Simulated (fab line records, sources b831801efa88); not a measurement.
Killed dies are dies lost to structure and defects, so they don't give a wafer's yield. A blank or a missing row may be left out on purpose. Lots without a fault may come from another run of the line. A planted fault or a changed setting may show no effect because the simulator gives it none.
A struck lot beside a sound one | flow sky130 | 31 steps out of a route of 708
Sound: wafers L879.1, L879.3, L879.4. Struck: wafers L889.1, L889.2, L889.3. The cause comes at the end.
At each step with rows: each side's tool, then ch and its chambers, then its first start. Under that, the readings that differ: sound wafers | struck wafers | difference of the means | sigmas: that difference in standard deviations of wafers without a fault.
alike: readings whose means differ by less than 2 such deviations, and words and numbers that are the same on both sides. not compared: withheld readings, readings that some wafer has no value for, bounds like >300 that may hide the same value, and numbers for which the record gives no deviation and whose values overlap.
The two part at a step that has a row with sigmas, a row that says differs or no value, or rows on one side only. Numbers that don't overlap but have no deviation are shown without sigmas and don't part them. A reading that every wafer of one side lacks parts them only if that side has two wafers or more.

first, 1 step without rows for these wafers: SKY_PWDE_IMPLANT_08.
SKY_PWDE_STRIP_09: strips in O2/N2.
  sound on plasma_asher-01 ch 0,1, day 3 23:19; struck on plasma_asher-02 ch 0,1, day 6 01:40
  alike: chamber_pressure_mTorr, drypump_motor_current_A, oes_product_au, strip_time_to_endpoint_s
  not compared: rf_hours_counter_h
SKY_PWDE_TW_MEAS_10:
  sound on film_metro-04, day 3 23:25; struck on film_metro-03, day 6 01:46
  alike: PWDE_TW
then, 7 steps without rows for these wafers: SKY_NWELL_DEHYDRATE_03 (time 60 s); SKY_NWELL_HMDS_04 (prime time 60 s); SKY_NWELL_COAT_05 (resist thk 3000 nm); SKY_NWELL_SOFTBAKE_06; SKY_NWELL_EXPOSE_07 (exposes mask NWM, target cd 840 nm); SKY_NWELL_PEB_08; SKY_NWELL_DEVELOP_09 (develop time 60 s).
SKY_NWELL_OVL_MEAS_10:
  sound on overlay-01, day 4 15:34; struck on overlay-02, day 6 20:07
  alike: NWELL_00_OVL
then, 1 step without rows for these wafers: SKY_NWELL_IMPLANT_11.
SKY_NWELL_IMPLANT_12:
  sound on implanter-02 ch 0, day 4 15:44; struck on implanter-02 ch 0, day 6 20:19
  reading            | sound                            | struck                          | difference | sigmas
  dose_ions_cm2      | 1.3009e+12 1.3027e+12 1.3033e+12 | 1.991e+12 1.9911e+12 1.9918e+12 | +6.890e+11 | +99 or more
  faraday_current_uA | 7.43 7.53 7.31                   | 11.34 11.44 10.86               | +3.79      | +27
then, 1 step without rows for these wafers: SKY_NWELL_IMPLANT_13.
SKY_NWELL_STRIP_14: strips in O2/N2.
  sound on plasma_asher-03 ch 0,1, day 4 16:02; struck on plasma_asher-03 ch 0,1, day 6 20:37
  alike: chamber_pressure_mTorr, drypump_motor_current_A, oes_product_au, strip_time_to_endpoint_s
  not compared: rf_hours_counter_h
SKY_NWELL_TW_MEAS_15:
  sound on film_metro-02, day 4 16:08; struck on film_metro-03, day 6 20:43
  alike: NWELL_TW
then, 7 steps without rows for these wafers: SKY_NWELL_DEHYDRATE_16 (time 60 s); SKY_NWELL_HMDS_17 (prime time 60 s); SKY_NWELL_COAT_18 (resist thk 3000 nm); SKY_NWELL_SOFTBAKE_19; SKY_NWELL_EXPOSE_20 (exposes mask NWM COMPLEMENT, target cd 840 nm); SKY_NWELL_PEB_21; SKY_NWELL_DEVELOP_22 (develop time 60 s).
SKY_NWELL_OVL_MEAS_23:
  sound on overlay-02, day 5 09:20; struck on overlay-02, day 7 15:58
  alike: NWELL_01_OVL
then, 1 step without rows for these wafers: SKY_NWELL_IMPLANT_24.
SKY_NWELL_STRIP_25: strips in O2/N2.
  sound on plasma_asher-02 ch 0,1, day 5 09:32; struck on plasma_asher-04 ch 0,1, day 7 16:10
  alike: chamber_pressure_mTorr, drypump_motor_current_A, oes_product_au, strip_time_to_endpoint_s
  not compared: rf_hours_counter_h
SKY_NWELL_TW_MEAS_26:
  sound on film_metro-02, day 5 09:38; struck on film_metro-04, day 7 16:16
  reading    | sound       | struck      | difference | sigmas
  NWELL_2_TW | 509 506 506 | 497 498 497 | -10        | -2
then, 1 step without rows for these wafers: SKY_NWELL_CLEAN_27 (cleans in SC1/SC2, time 150 s).
SKY_NWELL_RTA_28: time 30 s.
  sound on rtp_anneal-02 ch 0, day 5 09:44; struck on rtp_anneal-01 ch 0, day 7 16:22
  alike: chamber_o2_ppm, lamp_power_pct, wafer_temp_C_max
SKY_NWELL_RS_MEAS_29: measures by four-point-probe.
  sound on film_metro-02, day 5 09:50; struck on film_metro-02, day 7 16:28
  reading           | sound             | struck            | difference | sigmas
  NWELL_RS (ohm/sq) | 626.0 624.2 623.9 | 607.7 607.7 608.4 | -16.8      | -11
-- the record jumps here: 41 days lie between the struck wafers' starts before and after (it left off in module NWELL and takes up again in module PAD_OPEN, whose first step shown is number 708 of the route) --
SKY_PAD_OPEN_PROBE_99:
  sound on prober-01, day 45 20:16; struck on prober-02, day 48 09:12
  reading                                  | sound                | struck               | difference | sigmas
  model.etest.pfet_g5v0d10v5.r_on_ohm_um   | 4827 4770 4794       | 4995 4942 4856       | +134       |
  model.etest.tip_p.rs_ohm_sq              | 7135 7176 7226       | 7113 7074 7065       | -95        |
  model.etest.tip_p_5v.rs_ohm_sq           | 2910 2909 2912       | 2938 2966 2942       | +38        |
  model.etest.pfet_g5v0d10v5.drive_ua_um   | 332.6 339.8 335      | 319.9 321.5 329.5    | -12.2      |
  model.etest.pfet_01v8_lvt.drive_ua_um    | 168.8 171.5 167.7    | 159.7 159.7 160.3    | -9.4       |
  model.etest.pfet_01v8_lvt.off_log10_a_um | -9.225 -9.149 -9.197 | -10.46 -10.35 -10.38 | -1.21      |
  alike: killed_at_M0_to_M3, killed_at_M4_up, killed_at_contacts, killed_at_front_end, killed_at_other, killed_dies, killed_open, killed_short
  not compared: model.etest.pfet_16v.drive_ua_um, model.etest.ring_5v.delay_ps

WHERE THEY PART
First at SKY_NWELL_IMPLANT_12; last, within this record, at SKY_NWELL_RS_MEAS_29. Later steps at which nothing parts them and some readings are alike: SKY_PAD_OPEN_PROBE_99.

WHY: what the simulator had put in
Process parameter drift: implanter-02, from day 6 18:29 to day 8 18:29, at SKY_NWELL_IMPLANT_12. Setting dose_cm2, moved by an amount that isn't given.
